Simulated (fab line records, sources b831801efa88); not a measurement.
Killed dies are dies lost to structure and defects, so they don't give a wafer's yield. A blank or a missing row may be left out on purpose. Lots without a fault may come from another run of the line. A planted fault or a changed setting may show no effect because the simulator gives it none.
A struck lot beside a sound one | flow sky130 | 30 steps out of a route of 708
Sound: wafers L491.2, L491.3, L491.4. Struck: wafers L495.1, L495.4, L495.5. The cause comes at the end.
At each step with rows: each side's tool, then ch and its chambers, then its first start. Under that, the readings that differ: sound wafers | struck wafers | difference of the means | sigmas: that difference in standard deviations of wafers without a fault.
alike: readings whose means differ by less than 2 such deviations, and words and numbers that are the same on both sides. not compared: withheld readings, readings that some wafer has no value for, bounds like >300 that may hide the same value, and numbers for which the record gives no deviation and whose values overlap.
The two part at a step that has a row with sigmas, a row that says differs or no value, or rows on one side only. Numbers that don't overlap but have no deviation are shown without sigmas and don't part them. A reading that every wafer of one side lacks parts them only if that side has two wafers or more.

SKY_PWDE_STRIP_09: strips in O2/N2.
  sound on plasma_asher-02 ch 0,1, day 3 19:50; struck on plasma_asher-04 ch 0,1, day 4 19:47
  alike: drypump_motor_current_A, oes_product_au, strip_time_to_endpoint_s
  not compared: rf_hours_counter_h
SKY_PWDE_TW_MEAS_10:
  sound on film_metro-01, day 3 19:57; struck on film_metro-01, day 4 19:53
  alike: PWDE_TW
then, 7 steps without rows for these wafers: SKY_NWELL_DEHYDRATE_03 (time 60 s); SKY_NWELL_HMDS_04 (prime time 60 s); SKY_NWELL_COAT_05 (resist thk 3000 nm); SKY_NWELL_SOFTBAKE_06; SKY_NWELL_EXPOSE_07 (exposes mask NWM, target cd 840 nm); SKY_NWELL_PEB_08; SKY_NWELL_DEVELOP_09 (develop time 60 s).
SKY_NWELL_OVL_MEAS_10:
  sound on overlay-01, day 4 11:33; struck on overlay-01, day 5 13:39
  reading           | sound        | struck         | difference | sigmas
  NWELL_00_OVL (nm) | -0.8 1.1 0.0 | -3.3 -2.8 -2.8 | -3.1       | -2
then, 2 steps without rows for these wafers: SKY_NWELL_IMPLANT_11; SKY_NWELL_IMPLANT_12.
SKY_NWELL_IMPLANT_13:
  sound on implanter-02 ch 0, day 4 11:55; struck on implanter-03 ch 0, day 5 13:59
  reading            | sound                        | struck                     | difference | sigmas
  dose_ions_cm2      | 6.998e+11 6.993e+11 6.99e+11 | 8.19e+10 8.19e+10 8.25e+10 | -6.17e+11  | -99 or more
  faraday_current_uA | 3.82 3.94 4.05               | 0.47 0.46 0.47             | -3.47      | -46
SKY_NWELL_STRIP_14: strips in O2/N2.
  sound on plasma_asher-03 ch 0,1, day 4 12:02; struck on plasma_asher-01 ch 0, day 5 14:08
  reading                     | sound       | struck      | difference | sigmas
  drypump_motor_current_A (A) | 5.7 4.9 5.7 | 6.6 6.6 6.6 | +1.2       | +2
  alike: oes_product_au, strip_time_to_endpoint_s
  not compared: rf_hours_counter_h
SKY_NWELL_TW_MEAS_15:
  sound on film_metro-01, day 4 12:08; struck on film_metro-01, day 5 14:14
  alike: NWELL_TW
then, 7 steps without rows for these wafers: SKY_NWELL_DEHYDRATE_16 (time 60 s); SKY_NWELL_HMDS_17 (prime time 60 s); SKY_NWELL_COAT_18 (resist thk 3000 nm); SKY_NWELL_SOFTBAKE_19; SKY_NWELL_EXPOSE_20 (exposes mask NWM COMPLEMENT, target cd 840 nm); SKY_NWELL_PEB_21; SKY_NWELL_DEVELOP_22 (develop time 60 s).
SKY_NWELL_OVL_MEAS_23:
  sound on overlay-02, day 5 06:02; struck on overlay-01, day 6 08:12
  alike: NWELL_01_OVL
then, 1 step without rows for these wafers: SKY_NWELL_IMPLANT_24.
SKY_NWELL_STRIP_25: strips in O2/N2.
  sound on plasma_asher-01 ch 0,1, day 5 06:13; struck on plasma_asher-04 ch 0, day 6 08:23
  alike: drypump_motor_current_A, oes_product_au, strip_time_to_endpoint_s
  not compared: rf_hours_counter_h
SKY_NWELL_TW_MEAS_26:
  sound on film_metro-03, day 5 06:19; struck on film_metro-01, day 6 08:29
  alike: NWELL_2_TW
then, 1 step without rows for these wafers: SKY_NWELL_CLEAN_27 (cleans in SC1/SC2, time 150 s).
SKY_NWELL_RTA_28: time 30 s.
  sound on rtp_anneal-01 ch 0, day 5 06:26; struck on rtp_anneal-01 ch 0, day 6 08:36
  alike: lamp_power_pct, wafer_temp_C_max
SKY_NWELL_RS_MEAS_29: measures by four-point-probe.
  sound on film_metro-01, day 5 06:32; struck on film_metro-01, day 6 08:42
  reading           | sound             | struck            | difference | sigmas
  NWELL_RS (ohm/sq) | 625.0 624.8 624.1 | 647.0 648.8 646.5 | +22.8      | +15
-- the record jumps here: 40 days lie between the struck wafers' starts before and after (it left off in module NWELL and takes up again in module PAD_OPEN, whose first step shown is number 708 of the route) --
SKY_PAD_OPEN_PROBE_99:
  sound on prober-02, day 45 17:40; struck on prober-02, day 46 20:00
  reading                                | sound                         | struck                        | difference | sigmas
  killed_at_M0_to_M3                     | 27 36 41                      | 46 49 56                      | +16        | +2
  model.etest.nfet_16v.r_on_ohm_um       | 1.398e+04 1.412e+04 1.407e+04 | 1.472e+04 1.482e+04 1.462e+04 | +6.633e+02 |
  model.etest.pfet_16v.r_on_ohm_um       | 1.521e+04 1.537e+04 1.523e+04 | 1.488e+04 1.456e+04 1.501e+04 | -4.533e+02 |
  model.etest.pfet_g5v0d10v5.r_on_ohm_um | 4776 4797 4858                | 4452 4376 4354                | -416       |
  model.etest.tip_p.rs_ohm_sq            | 6862 6891 6828                | 6750 6705 6730                | -132       |
  model.etest.tip_p_5v.rs_ohm_sq         | 2862 2869 2856                | 2779 2794 2778                | -79        |
  model.etest.pfet_g5v0d10v5.drive_ua_um | 339 337.3 333.6               | 369.6 374.5 375.2             | +36.5      |
  model.etest.pfet_01v8_lvt.drive_ua_um  | 173.8 173.7 172.4             | 194.9 197.8 198.3             | +23.7      |
  alike: killed_at_M4_up, killed_at_contacts, killed_at_front_end, killed_at_other, killed_dies, killed_open, killed_short
  not compared: model.etest.pfet_01v8.r_on_ohm_um

WHERE THEY PART
First at SKY_NWELL_OVL_MEAS_10; last, within this record, at SKY_PAD_OPEN_PROBE_99.

WHY: what the simulator had put in
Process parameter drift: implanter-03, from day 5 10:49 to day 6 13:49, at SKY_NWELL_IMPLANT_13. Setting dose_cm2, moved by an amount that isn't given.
